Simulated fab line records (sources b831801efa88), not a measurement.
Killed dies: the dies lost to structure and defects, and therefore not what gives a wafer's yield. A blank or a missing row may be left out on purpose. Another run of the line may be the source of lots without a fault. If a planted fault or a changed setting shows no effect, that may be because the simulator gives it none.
fab line records	flow sky130
record lots=14	wafers=42	last_day=48
route steps=708 shown NWELL@33 VT_ADJUST_LVTN@115 VT_ADJUST_HVTR@141 RES_PROTECT@214
lots that met no fault: taken from a fault-free run of the same line
start_h: hours from the record's opening day to when the first of the lot's shown wafers began	wait_h: hours since the lot's step before	" as in the row above	L1.1+2: several wafers, shown together as one row	- no value, or no start was given	* or withheld: withheld	< > ~ a bound
route shown NAME@n: a module of which the file shows steps, and the number in the route of the first	usual: mean/standard deviation of fault-free wafers	same: alike in all rows	chamber/n: place in a boat	sites: per-site readings	_std_site: the values' standard deviation	_edge_site: inner sites' mean taken away from outer sites' mean	radius_mm: for every site, how far away it sits from the centre of the wafer	mask NAME#n: copy n	behind: the last tool/chamber to shape the wafer	hold: why the lot was held/for how many hours/how that ended	device: which transistor (n, p or np) failed to switch	end of line: tests of these same wafers at the route's end	a step given without rows: its recipe and nothing more	killed: not the wafer's yield, but the dies lost to structure and defects at the first sort	map: dies across one wafer; x = killed, . = not, _ = none there
set.NAME: the setting the step ran with; set.NAME@STEP: the setting that earlier step ran with	model.NAME: the simulator's own value behind a step, which no gauge read
route steps across a sampled set of lots; one table per step, one row per wafer
services: from which hour (start_h, from the record's first day; less than 0 if before it) a tool's chamber was out of use, for how many hours, and why
## steps
# step SKY_NWELL_OXIDATION_01
# recipe temp_c=900	ambient=O2	stabilise_s=600	purge_s=300	target_thk_a=100	ox_time_s=1418
# usual ox_temp_c=900.0/0.39	ox_temp_c_max=905.3/1.7	zone_power_centre_pct=17.5/1.1
lot.wafer	tool	chamber	start_h	wait_h	ox_temp_c	ox_temp_c_max	zone_power_centre_pct
L296.1	furnace-01	0	35.07	0.0	899.4	907.5	16.6
L296.3	"	0	"	"	899.6	905.1	16.3
L296.5	"	0	"	"	900.0	907.6	16.2
L297.3	furnace-01	0	45.94	5.4	899.7	906.5	16.3
L297.4	"	0	"	"	900.3	908.4	16.4
L297.5	"	0	"	"	900.4	907.4	16.4
L299.1	furnace-01	0	63.99	7.3	900.2	907.7	16.4
L299.3	"	0	"	"	900.4	905.9	16.5
L299.5	"	0	"	"	899.6	905.0	16.4
L300.3	furnace-01	0	73.94	3.3	900.2	907.0	16.2
L300.4	"	0	"	"	900.3	906.6	16.5
L300.6	"	0	"	"	899.7	908.2	16.2
L301.1	furnace-01	0	73.94	3.3	900.3	906.4	16.2
L301.3	"	0	"	"	900.1	906.0	16.4
L301.5	"	0	"	"	900.8	906.6	16.6
L302.1	furnace-02	0	77.10	0.6	900.4	904.4	18.7
L302.2	"	0	"	"	899.8	902.7	18.5
L302.6	"	0	"	"	900.2	904.3	18.6
L303.1	furnace-02	0	77.10	0.6	900.0	904.1	18.5
L303.4	"	0	"	"	900.1	905.6	18.5
L303.6	"	0	"	"	900.5	904.8	18.3
L304.2	furnace-02	0	81.52	0.0	899.6	903.9	18.3
L304.3	"	0	"	"	900.1	904.1	18.5
L304.5	"	0	"	"	899.7	903.9	18.4
L305.1	furnace-02	0	81.52	0.0	900.1	903.1	18.4
L305.2	"	0	"	"	899.6	904.2	18.7
L305.6	"	0	"	"	899.3	902.2	18.1
L306.1	furnace-02	0	90.92	1.1	899.9	902.8	18.5
L306.2	"	0	"	"	899.8	904.7	18.6
L306.3	"	0	"	"	900.1	903.1	18.5
L307.1	furnace-02	0	92.31	1.0	900.3	903.8	18.9
L307.2	"	0	"	"	900.4	903.9	18.5
L307.6	"	0	"	"	900.8	904.3	18.6
L309.1	furnace-01	0	107.63	1.8	899.9	906.2	16.2
L309.5	"	0	"	"	900.8	909.1	16.3
L309.6	"	0	"	"	899.6	906.4	16.3
L310.2	furnace-01	-	111.93	0.5	-	-	-
L310.3	"	-	"	"	-	-	-
L310.5	"	-	"	"	-	-	-
L311.1	furnace-01	-	111.93	0.5	-	-	-
L311.3	"	-	"	"	-	-	-
L311.6	"	-	"	"	-	-	-
# step SKY_VT_ADJUST_LVTN_OVL_MEAS_18
# usual VT_ADJUST_LVTN_01_OVL=-0.4/1.7
lot.wafer	tool	chamber	start_h	wait_h	VT_ADJUST_LVTN_01_OVL[nm]
L296.1	overlay-02	-	155.59	0.1	-2.8
L296.3	"	-	"	"	-2.1
L296.5	"	-	"	"	-1.2
L297.3	overlay-01	-	168.45	0.1	-0.7
L297.4	"	-	"	"	1.0
L297.5	"	-	"	"	0.2
L299.1	overlay-02	-	195.03	0.1	-2.2
L299.3	"	-	"	"	-3.0
L299.5	"	-	"	"	-0.3
L301.1	overlay-01	-	208.78	0.1	-1.2
L301.3	"	-	"	"	0.9
L301.5	"	-	"	"	0.5
L300.3	overlay-01	-	210.85	0.1	-1.5
L300.4	"	-	"	"	1.3
L300.6	"	-	"	"	2.3
L302.1	overlay-02	-	214.04	0.1	-0.4
L302.2	"	-	"	"	-2.8
L302.6	"	-	"	"	-2.0
L303.1	overlay-01	-	214.88	0.1	1.9
L303.4	"	-	"	"	2.3
L303.6	"	-	"	"	1.6
L304.2	overlay-01	-	219.09	0.1	1.0
L304.3	"	-	"	"	-0.8
L304.5	"	-	"	"	1.2
L305.1	overlay-01	-	221.04	0.1	-0.2
L305.2	"	-	"	"	1.3
L305.6	"	-	"	"	-1.1
L306.1	overlay-01	-	231.43	0.1	0.0
L306.2	"	-	"	"	0.3
L306.3	"	-	"	"	0.3
L307.1	overlay-01	-	234.13	0.1	-0.3
L307.2	"	-	"	"	-2.6
L307.6	"	-	"	"	-0.3
L309.1	overlay-02	-	254.04	0.1	3.7
L309.5	"	-	"	"	1.0
L309.6	"	-	"	"	3.2
# step SKY_VT_ADJUST_HVTR_STRIP_10
# recipe chemistry=O2/N2	power_w=1400	pressure_mtorr=1500	platen_temp_c=withheld	o2_flow_sccm=3000	n2_flow_sccm=300	overash_fraction=0.5
# usual drypump_motor_current_A=5.6/0.46	oes_product_au=0.716/0.0042	strip_time_to_endpoint_s=14.10/0.037
lot.wafer	tool	chamber	start_h	wait_h	drypump_motor_current_A	oes_product_au	rf_hours_counter_h	strip_time_to_endpoint_s
L296.1	plasma_asher-04	1	197.19	0.1	4.8	0.712	8	14.14
L296.3	"	0	"	"	6.3	0.712	-	14.09
L296.5	"	0	"	"	6.3	0.716	-	14.16
L297.3	plasma_asher-02	1	211.02	0.1	5.9	0.712	-	14.11
L297.4	"	0	"	"	5.1	0.720	-	14.14
L297.5	"	1	"	"	5.8	0.711	-	14.11
L299.1	plasma_asher-02	0	240.70	0.1	5.1	0.719	57	14.12
L299.3	"	1	"	"	5.9	0.716	-	14.08
L299.5	"	1	"	"	5.9	0.714	-	14.08
L301.1	plasma_asher-01	0	254.89	0.1	5.6	0.716	55	14.13
L301.3	"	1	"	"	5.8	0.722	-	14.11
L301.5	"	0	"	"	5.6	0.717	-	14.15
L300.3	plasma_asher-01	1	257.29	0.1	5.8	0.716	-	14.13
L300.4	"	0	"	"	5.6	0.720	-	14.10
L300.6	"	1	"	"	5.9	0.712	-	14.11
L302.1	plasma_asher-02	0	260.75	0.1	5.1	0.711	59	14.08
L302.2	"	1	"	"	5.9	0.711	59	14.08
L302.6	"	0	"	"	5.2	0.717	-	14.02
L303.1	plasma_asher-04	1	261.57	0.1	4.8	0.713	14	14.14
L303.4	"	0	"	"	6.3	0.715	-	14.07
L303.6	"	1	"	"	4.8	0.712	-	14.07
L304.2	plasma_asher-02	0	266.05	0.1	5.1	0.712	59	14.07
L304.3	"	1	"	"	5.8	0.714	-	14.12
L304.5	"	0	"	"	5.1	0.719	-	14.11
L305.1	plasma_asher-02	0	267.94	0.1	5.2	0.723	59	14.06
L305.2	"	1	"	"	5.9	0.717	59	14.07
L305.6	"	0	"	"	5.2	0.716	-	14.13
L306.1	plasma_asher-01	0	279.04	0.1	5.6	0.718	57	14.09
L306.2	"	1	"	"	5.9	0.716	57	14.10
L306.3	"	1	"	"	5.9	0.716	-	14.10
L307.1	plasma_asher-01	0	282.19	0.1	5.6	0.725	58	14.15
L307.2	"	1	"	"	5.8	0.718	58	14.18
L307.6	"	0	"	"	5.6	0.715	-	14.14
L309.1	plasma_asher-02	0	304.29	0.1	5.1	0.721	63	14.10
L309.5	"	1	"	"	5.8	0.710	-	14.07
L309.6	"	0	"	"	5.1	0.716	-	14.05
# step SKY_RES_PROTECT_STRIP_07
# recipe chemistry=O2/N2	power_w=1400	pressure_mtorr=1500	platen_temp_c=withheld	o2_flow_sccm=3000	n2_flow_sccm=300	overash_fraction=0.5
# usual drypump_motor_current_A=5.6/0.43	oes_product_au=0.518/0.0048	strip_time_to_endpoint_s=23.29/0.047
lot.wafer	tool	chamber	start_h	wait_h	drypump_motor_current_A	oes_product_au	rf_hours_counter_h	strip_time_to_endpoint_s
L296.1	plasma_asher-02	1	327.68	0.1	5.9	0.516	65	23.23
L296.3	"	0	"	"	5.1	0.512	-	23.23
L296.5	"	1	"	"	5.9	0.513	-	23.22
L297.3	plasma_asher-04	0	343.68	0.1	6.3	0.523	-	23.36
L297.4	"	1	"	"	4.8	0.519	-	23.35
L297.5	"	1	"	"	4.8	0.523	-	23.35
L299.1	plasma_asher-01	0	383.00	0.1	5.6	0.524	68	23.32
L299.3	"	0	"	"	5.6	0.516	-	23.33
L299.5	"	1	"	"	5.9	0.526	-	23.33
L301.1	plasma_asher-02	1	402.75	0.1	5.9	0.519	72	23.34
L301.3	"	0	"	"	5.1	0.521	-	23.34
L301.5	"	1	"	"	5.9	0.519	-	23.23
L300.3	plasma_asher-04	1	403.08	0.1	4.8	0.525	-	23.36
L300.4	"	0	"	"	6.3	0.515	-	23.31
L300.6	"	0	"	"	6.3	0.518	-	23.31
L303.1	plasma_asher-02	1	408.85	0.1	5.9	0.515	73	23.32
L303.4	"	0	"	"	5.1	0.526	-	23.32
L303.6	"	1	"	"	5.9	0.520	-	23.36
L302.1	plasma_asher-01	1	409.00	0.1	5.9	0.514	70	23.26
L302.2	"	0	"	"	5.6	0.522	70	23.30
L302.6	"	1	"	"	5.9	0.516	-	23.22
L305.1	plasma_asher-01	1	414.93	0.1	5.9	0.523	71	23.34
L305.2	"	0	"	"	5.6	0.515	71	23.32
L305.6	"	0	"	"	5.6	0.517	-	23.32
L304.2	plasma_asher-02	0	415.05	0.1	5.2	0.515	74	23.28
L304.3	"	1	"	"	5.8	0.508	-	23.30
L304.5	"	1	"	"	5.8	0.518	-	23.27
L306.1	plasma_asher-04	1	430.95	0.1	4.8	0.519	31	23.29
L306.2	"	0	"	"	6.3	0.513	31	23.34
L306.3	"	1	"	"	4.8	0.520	-	23.33
L307.1	plasma_asher-02	1	431.55	0.1	5.8	0.515	76	23.33
L307.2	"	0	"	"	5.2	0.526	76	23.34
L307.6	"	1	"	"	5.8	0.517	-	23.35
L309.1	plasma_asher-04	0	456.34	0.1	6.3	0.521	34	23.23
L309.5	"	1	"	"	4.8	0.514	-	23.20
L309.6	"	0	"	"	6.3	0.519	-	23.28
## services
tool	chamber	start_h	hours	kind
furnace-01	-	11.86	1.7	pm
furnace-02	-	39.66	29.1	pm
plasma_asher-02	-	73.61	7.6	pm
plasma_asher-02	-	87.62	2.6	repair
furnace-01	-	99.44	4.0	pm
furnace-02	-	103.72	3.8	pm
plasma_asher-04	-	108.75	9.0	pm
furnace-01	-	124.23	3.2	pm
furnace-02	-	127.49	16.9	pm
plasma_asher-02	-	174.60	5.1	repair
plasma_asher-01	-	202.18	2.8	pm
plasma_asher-01	-	234.53	14.6	pm
furnace-02	-	267.88	3.3	pm
furnace-01	-	293.31	3.1	pm
furnace-02	-	337.46	7.0	pm
furnace-01	-	355.71	16.6	pm
plasma_asher-04	-	361.69	1.4	repair
furnace-02	-	376.82	3.7	pm
furnace-01	-	382.18	2.6	pm
plasma_asher-01	-	421.25	9.0	pm
plasma_asher-01	0	421.25	9.0	vent_cycle
furnace-02	-	436.28	2.9	pm
plasma_asher-04	-	437.83	0.3	repair
plasma_asher-01	-	450.24	2.9	repair
## key
first_sign step=SKY_NWELL_OXIDATION_01	reading=tool_record	direction=missing
effect none on later readings
met_at SKY_NWELL_OXIDATION_01
struck_lots L310,L311
later_rows_left_out L310.2,L310.3,L310.5,L311.1,L311.3,L311.6
sort_left_out L310.2,L310.3,L310.5,L311.1,L311.3,L311.6
tester_left_out L310,L311
not_acting_at SKY_VT_ADJUST_LVTN_OVL_MEAS_18,SKY_VT_ADJUST_HVTR_STRIP_10,SKY_RES_PROTECT_STRIP_07
onset_between 107.63 111.93
fault kind=skipped_step_whole	tool=furnace-01	chamber=-	onset_h=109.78	steps=SKY_NWELL_OXIDATION_01	scope=struck_lots_only
# tester_left_out: of these lots the tester's yield and bins aren't shown, on N5 and GAA mostly nor the transistor test; their killed dies are dies lost to structure and defects alone, not to doping, threshold or leakage, so they don't give the yield
# sort_left_out: the simulated sort isn't trusted on such a fault, so these wafers' sort isn't shown, and their yield isn't known
# later_rows_left_out: the simulator's readings of these wafers behind a module that went badly wrong aren't trusted and aren't shown, but for the sort
